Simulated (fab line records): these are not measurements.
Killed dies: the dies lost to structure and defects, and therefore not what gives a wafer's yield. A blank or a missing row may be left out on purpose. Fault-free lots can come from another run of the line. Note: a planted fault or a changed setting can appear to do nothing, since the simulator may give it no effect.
8D (eight disciplines) problem report, filled in by code	flow gf180mcu	the parts of the form that need people (team, actions taken, sign-off) are left out

1. WHAT IS WRONG
chamberPressureMTorr at GF_V1_STRIP_18 reads a mean of 1799.7 mTorr on 4 wafers of 3 lots; wafers without a fault read 1500.1 mTorr with a standard deviation of 1.5. That is +99 or more standard deviations from the usual mean.
The step: strips in O2/N2.
First seen on wafer L296.3, day 23 16:04, on plasmaAsher-01. At this step, 39 wafers from 13 lots have a number in the record. The rule behind "out" and "out of limits": a value lying over 4 standard deviations away from the usual mean. Any other wafer with a number is counted as sound.

2. WHAT IT IS, WHAT IT ISN'T
question	is	is not
which readings at this step	chamberPressureMTorr	drypumpMotorCurrentA, heaterPowerW
which lots	L296, L297, L299	L282, L283, L284, L285, L286, L288, L290, L291, L294, L304
which wafers of those lots	L296.3, L296.5, L297.4, L299.4	L296.2, L297.3, L297.6, L299.2, L299.3
read on which tools	plasmaAsher-01	plasmaAsher-02, plasmaAsher-03
when	from day 23 16:04	up to then (28 sound wafers); but 7 sound wafers of L297, L299, L304 came after

3. SUSPECTS, AND WHAT RULES EACH OUT
Counting: any tool at a process step up to the reading remains a suspect provided it ran every lot that is out. Sound lots after the first of them don't rule it out here, since some wafers of a struck lot are sound.
- plasmaAsher-01 at GF_V1_STRIP_18 (strips in O2/N2): kept. Every lot that is out went through it, the first being L296 (day 23 16:04); the last sound lot it ran before that was L291 (day 22 02:09). On those wafers its own readings are out: chamberPressureMTorr.
- Within plasmaAsher-01 at GF_V1_STRIP_18, the wafers that are out were processed in chamber 0 and their sound lot-mates in chamber 1.
Remaining after the count: plasmaAsher-01 at GF_V1_STRIP_18.

4. THE CAUSE (what the simulator had put in)
plasmaAsher-01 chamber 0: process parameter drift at GF_V1_STRIP_18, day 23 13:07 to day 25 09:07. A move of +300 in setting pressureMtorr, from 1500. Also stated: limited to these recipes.
The count eliminated every tool but this one.

5. SEQUENCE OF EFFECTS, ordered by route
Each row: a reading whose mean over the struck wafers that have a number lies more than 3 standard deviations from the usual. Scope: only readings with a usual standard deviation given in the record; hours: median across lots of the time from each lot's start at the first step in this table that gives one to its start at this step; sigmas: change in usual standard deviations.
hours	step	reading	usual	on struck wafers	change	sigmas
0	GF_V1_STRIP_18	chamberPressureMTorr	1500.1 mTorr	1799.7	+299.6	+99 or more
It contains these process steps:
- GF_V1_STRIP_18: strips in O2/N2.
Later measuring or inspecting steps at which every struck wafer that the step has a row for has a number for every such reading, and none has moved that far: GF_V1_THK_MEAS_25.

6. HOW IT WOULD HAVE BEEN CAUGHT EARLIER
The fault began at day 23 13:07; the first out-of-limits reading in this record came at day 23 16:04, 3 hours later.
